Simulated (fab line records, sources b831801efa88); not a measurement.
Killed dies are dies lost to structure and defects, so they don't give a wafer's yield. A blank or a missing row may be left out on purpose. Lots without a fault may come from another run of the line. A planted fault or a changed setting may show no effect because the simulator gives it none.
One fault seen from 2 desks | flow sky130 | each desk has only its own numbers; what lay behind them comes last

THE METROLOGY DESK
What the gauges read, lot by lot, whatever tool the lot ran on: means of the sampled wafers that have a number. A lot is out of limits, marked OUT, if its mean lies more than 4 standard deviations from the usual mean; the brackets give that distance.
Columns: A = NWELL_TW at SKY_NWELL_TW_MEAS_15, usual 1814
lot  | first seen here | A
L358 | day 4 23:38     | 1800
L359 | day 5 04:22     | 1830
L360 | day 5 07:22     | 1807
L361 | day 5 13:40     | 1828
L363 | day 6 05:01     | 1828
L364 | day 6 06:23     | 1805
L372 | day 8 03:53     | 1826
L374 | day 8 21:53     | 1823
L375 | day 9 04:01     | 1811
L376 | day 9 12:43     | 1818
L377 | day 9 16:19     | 1783
L378 | day 9 16:43     | 1789
L380 | day 10 07:37    | 1828
This desk's finding: nothing out of limits on any of the 13 lots.

THE TOOL OWNER'S DESK: implanter-03
The tool's own readings at SKY_VT_ADJUST_HVTP_IMPLANT_09: means of the sampled wafers that have a number, for each lot that ran on this tool. A lot is out of limits, marked OUT, if its mean lies more than 4 standard deviations from the usual mean; the brackets give that distance.
Columns: A = beam_energy_keV at SKY_VT_ADJUST_HVTP_IMPLANT_09, usual 149.99; B = end_station_pressure_torr at SKY_VT_ADJUST_HVTP_IMPLANT_09, usual 5.02e-06 Torr
lot  | first seen here | A                        | B
L359 | day 6 18:22     | 150.00                   | 4.81e-06
L361 | day 7 02:47     | 150.00                   | 5.18e-06
L363 | day 7 19:23     | 158.18 (+99 or more) OUT | 5.19e-06
L364 | day 7 21:14     | 158.16 (+99 or more) OUT | 4.97e-06
L380 | day 12 07:30    | 149.99                   | 4.90e-06
This desk's finding: out of limits on L363, L364; first on L363, day 7 19:23 (beam_energy_keV at SKY_VT_ADJUST_HVTP_IMPLANT_09). In limits: L359, L361, L380.

PUT TOGETHER
The tool owner's desk could have raised an alarm at day 7 19:23, on L363, L364.
The metrology desk saw nothing out of limits.
The metrology desk has L363, L364 on record, within its limits.
Of the lots named, all ran SKY_VT_ADJUST_HVTP_IMPLANT_09 on implanter-03.

WHAT THE SIMULATOR HAD PUT IN
Process parameter drift: implanter-03, from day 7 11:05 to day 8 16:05, at SKY_VT_ADJUST_HVTP_IMPLANT_09. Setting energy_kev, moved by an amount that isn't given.
Lots struck among those shown: L363, L364.
Hours from the fault's start to each desk's first reading out of limits: the tool owner's desk, 8.
